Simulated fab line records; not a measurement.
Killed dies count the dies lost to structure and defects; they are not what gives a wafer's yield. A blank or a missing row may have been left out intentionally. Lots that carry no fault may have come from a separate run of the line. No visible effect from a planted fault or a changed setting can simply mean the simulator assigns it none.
Struck lot and sound lot, side by side + flow sfqLine + 13 steps out of a route of 325
Sound: the wafers L911.2, L911.4, L911.6. Struck: wafers L907.1, L907.4, L907.5. The cause is given at the end.
At each step with rows: each side's tool, then ch and its chambers, then its first start. Under that, the readings that differ: sound wafers + struck wafers + difference of the means + sigmas: that difference in standard deviations of wafers without a fault.
alike: same words and numbers on both sides, and readings whose means sit less than 2 such deviations apart. not compared: any withheld reading, any reading some wafer has no value for, any bound like >300 that may hide the same value, and any number with overlapping values for which the record gives no deviation.
A row with sigmas, a row that says differs or no value, or rows on one side alone: a step with any of these is where the two part. Non-overlapping numbers with no deviation appear without sigmas and do not part them. Lack of a reading on every wafer of one side parts them only where that side has two or more wafers.

SFQ_I0_OVL_MEAS_908:
  sound on overlay-02, day 25 22:05; struck on overlay-02, day 24 18:21
  alike: I0_OVL
SFQ_TRILAYER_I0_VIA_BARC_OPEN_VIA_ETCH_046: etches BARC in O2, target depth 125 nm, time 41.7 s.
  sound on rieDiel-01 ch 0,2,3, day 25 22:07; struck on rieDiel-02 ch 0,1, day 24 18:23
  alike: drypumpMotorCurrentA, oesProductAu, rfFwdPowerW
  not compared: rfHoursCounterH
SFQ_TRILAYER_I0_VIA_ETCH_VIA_ETCH_034: etches SiO2 in CHF3, stops on Nb, target depth 260 nm.
  sound on rieDiel-01 ch 0,2,3, day 25 22:09; struck on rieDiel-02 ch 0,1, day 24 18:26
  alike: drypumpMotorCurrentA, oesProductAu, rfFwdPowerW
SFQ_TRILAYER_I0_VIA_STRIP_STRIP_035: strips in O2.
  sound on rieMetal-02 ch 1, day 25 22:16; struck on rieMetal-01 ch 0, day 24 18:32
| reading                  | sound       | struck      | difference | sigmas |
|--------------------------|-------------|-------------|------------|--------|
| drypumpMotorCurrentA (A) | 6.3 6.3 6.3 | 5.3 5.3 5.3 | -1.0       | -2     |
  alike: oesProductAu
  not compared: rfHoursCounterH
then, 2 steps without rows for these wafers: SFQ_TRILAYER_I0_VIA_STRIP_SOLV_CLEAN_036 (cleans in NMP, time 600 s); SFQ_TRILAYER_M1_DEP_PRE_CLEAN_038 (time 22.5 s).
SFQ_TRILAYER_M1_DEP_SPUTTER_037: material Nb, target thk 200 nm, time 133.3 s.
  sound on pvdSputter-03, day 25 23:04; struck on pvdSputter-06, day 24 19:20
  alike: throttleValvePct
SFQ_M1_RS_MEAS_909: measures by four-point-probe.
  sound on filmMetro-04, day 25 23:11; struck on filmMetro-04, day 24 19:26
  alike: M1_NB_RS
then, 3 steps without rows for these wafers: SFQ_TRILAYER_M1_LITHO_COAT_044 (resist thk 62 nm); SFQ_TRILAYER_M1_LITHO_COAT_039 (resist thk 600 nm); SFQ_TRILAYER_M1_LITHO_SOFTBAKE_043.
SFQ_TRILAYER_M1_LITHO_EXPOSE_040: exposes mask M1, target cd 500 nm.
  struck on krfScanner-02, day 24 20:22; sound on krfScanner-01 ch 0, day 32 12:33
  no value came back on the struck wafers for exposureDoseMJCm2, focusOffsetNm (nm); on the sound wafers exposureDoseMJCm2 reads 14.394 14.379 14.410
  alike: mask
then, 1 step without rows for these wafers: SFQ_TRILAYER_M1_LITHO_PEB_042 (peb time 60 s).

== WHERE THEY PART ==
Last at SFQ_TRILAYER_M1_LITHO_EXPOSE_040 as far as this record goes, first at SFQ_TRILAYER_I0_VIA_STRIP_STRIP_035.

WHY: what the simulator had put in
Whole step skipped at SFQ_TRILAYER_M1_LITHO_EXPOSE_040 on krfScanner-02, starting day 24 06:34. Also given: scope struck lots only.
